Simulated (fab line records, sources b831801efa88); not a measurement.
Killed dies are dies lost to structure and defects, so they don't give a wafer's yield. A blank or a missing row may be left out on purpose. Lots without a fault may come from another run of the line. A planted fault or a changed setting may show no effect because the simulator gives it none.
One fault seen from 2 desks | flow gf180mcu | each desk has only its own numbers; what lay behind them comes last

THE METROLOGY DESK
What the gauges read, lot by lot, whatever tool the lot ran on: means of the sampled wafers that have a number. A lot is out of limits, marked OUT, if its mean lies more than 4 standard deviations from the usual mean; the brackets give that distance.
Columns: A = cd_nm at GF_CONTACT_CD_MEAS_14, usual 220.0 nm; B = cd_nm at GF_M3_CD_MEAS_14, usual 279.7 nm
lot  | first seen here | A     | B
L858 | day 17 22:34    | 220.7 | 280.3
L859 | day 18 08:22    | 220.3 | 280.8
L860 | day 18 23:20    | 220.2 | 280.4
L862 | day 19 03:55    | 218.1 | 279.7
L861 | day 19 08:01    | 219.8 | 280.0
L863 | day 19 15:28    | 220.9 | 279.3
L865 | day 20 03:44    | 218.2 | 277.9
L864 | day 20 08:57    | 218.5 | 280.5
L871 | day 22 11:52    | 218.8 | 282.3
L872 | day 22 17:19    | 217.6 | 279.7
L873 | day 23 07:55    | 220.7 | 280.0
L874 | day 23 15:58    | 220.9 | 279.4
L875 | day 23 17:29    | 220.3 | 280.6
L876 | day 23 22:11    | 220.1 | 277.7
This desk's finding: nothing out of limits on any of the 14 lots.

THE TOOL OWNER'S DESK: implanter-03
The tool's own readings at GF_HV_LDD_IMPLANT_35: means of the sampled wafers that have a number, for each lot that ran on this tool. A lot is out of limits, marked OUT, if its mean lies more than 4 standard deviations from the usual mean; the brackets give that distance.
Columns: A = beam_energy_keV at GF_HV_LDD_IMPLANT_35, usual 60.000
lot  | first seen here | A
L859 | day 13 11:38    | 60.008
L860 | day 13 23:34    | 60.010
L861 | day 14 07:07    | 59.999
L863 | day 14 14:58    | 54.607 (-99 or more) OUT
L865 | day 15 01:28    | 54.621 (-99 or more) OUT
L875 | day 18 09:38    | 59.998
L876 | day 18 16:24    | 60.004
This desk's finding: out of limits on L863, L865; first on L863, day 14 14:58 (beam_energy_keV at GF_HV_LDD_IMPLANT_35). In limits: L859, L860, L861, L875, L876.

PUT TOGETHER
The tool owner's desk could have raised an alarm at day 14 14:58, on L863, L865.
The metrology desk saw nothing out of limits.
The metrology desk has L863, L865 on record, within its limits.
Of the lots named, all ran GF_HV_LDD_IMPLANT_35 on implanter-03.

WHAT THE SIMULATOR HAD PUT IN
Process parameter drift: implanter-03, from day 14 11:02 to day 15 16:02, at GF_HV_LDD_IMPLANT_35. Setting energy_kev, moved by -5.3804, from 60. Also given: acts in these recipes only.
Lots struck among those shown: L863, L865.
Hours from the fault's start to each desk's first reading out of limits: the tool owner's desk, 4.
